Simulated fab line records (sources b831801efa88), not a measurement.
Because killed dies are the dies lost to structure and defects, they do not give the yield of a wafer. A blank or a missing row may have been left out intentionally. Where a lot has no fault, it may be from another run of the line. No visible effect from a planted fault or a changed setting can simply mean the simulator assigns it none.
What tool caused it?	flow gf180mcu	7 lots, 21 wafers sampled, at 2 steps of a route of 602

## WHAT THE GAUGES READ, wafer by wafer
GF_HV_LDD_TW_MEAS_50.
lot	measured	on	HV_LDD_4_TW
L931	day 13 07:34	filmMetro-04	569 573 570
L934	day 14 03:56	filmMetro-04	572 574 572
L936	day 14 19:26	filmMetro-04	571 571 570
L938	day 15 06:12	filmMetro-03	511 510 512
L942	day 16 21:31	filmMetro-01	559 559 563
L948	day 18 19:09	filmMetro-03	575 577 577
L950	day 19 12:05	filmMetro-04	572 573 575

## EACH LOT AND THE TOOL THAT RAN IT (in order: tool; ch and the chambers of the sampled wafers; start)
lot	GF_HV_LDD_IMPLANT_48
L931	implanter-01 ch 0, day 13 07:20
L934	implanter-01 ch 0, day 14 03:41
L936	implanter-03 ch 0, day 14 19:11
L938	implanter-03 ch 0, day 15 05:59
L942	implanter-01 ch 0, day 16 21:17
L948	implanter-01 ch 0, day 18 18:56
L950	implanter-02 ch 0, day 19 11:50
- GF_HV_LDD_IMPLANT_48

## THE ANSWER, worked out from the rows above alone
Rule: the usual values come from the lots themselves. Put in order of their means at a reading, lots are off if they are a third of the lots or fewer, leave a main group of 4 or more, and stand apart from it by a gap of 3 or more times the standard deviation of the main group's means; of several such gaps the widest counts. If all means in a main group match to the digits the tables above print for the reading, that group is not used. A lot without any number at a reading at which 4 lots or more have one is off too. All remaining lots with rows at the step are treated as sound.
Off: L938, seen at GF_HV_LDD_TW_MEAS_50 (HV_LDD_4_TW). Mean 571 and standard deviation 5 in the main group.
A tool fits if, at a process step before that reading, it ran every lot that is off, and no sound lot after the first of them. Those tools and the gauges at GF_HV_LDD_TW_MEAS_50 are tried in the same way. One candidate fits, namely implanter-03 at GF_HV_LDD_IMPLANT_48. Its last sound lot is L936 (day 14 19:11), its first lot that is off L938 (day 15 05:59): a fault that began between those two fits.

## WHAT THE SIMULATOR HAD INSERTED
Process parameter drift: implanter-03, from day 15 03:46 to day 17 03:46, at GF_HV_LDD_IMPLANT_48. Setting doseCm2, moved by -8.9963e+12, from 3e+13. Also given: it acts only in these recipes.
Lots struck among those shown: L938. The rule above reached the same finding.
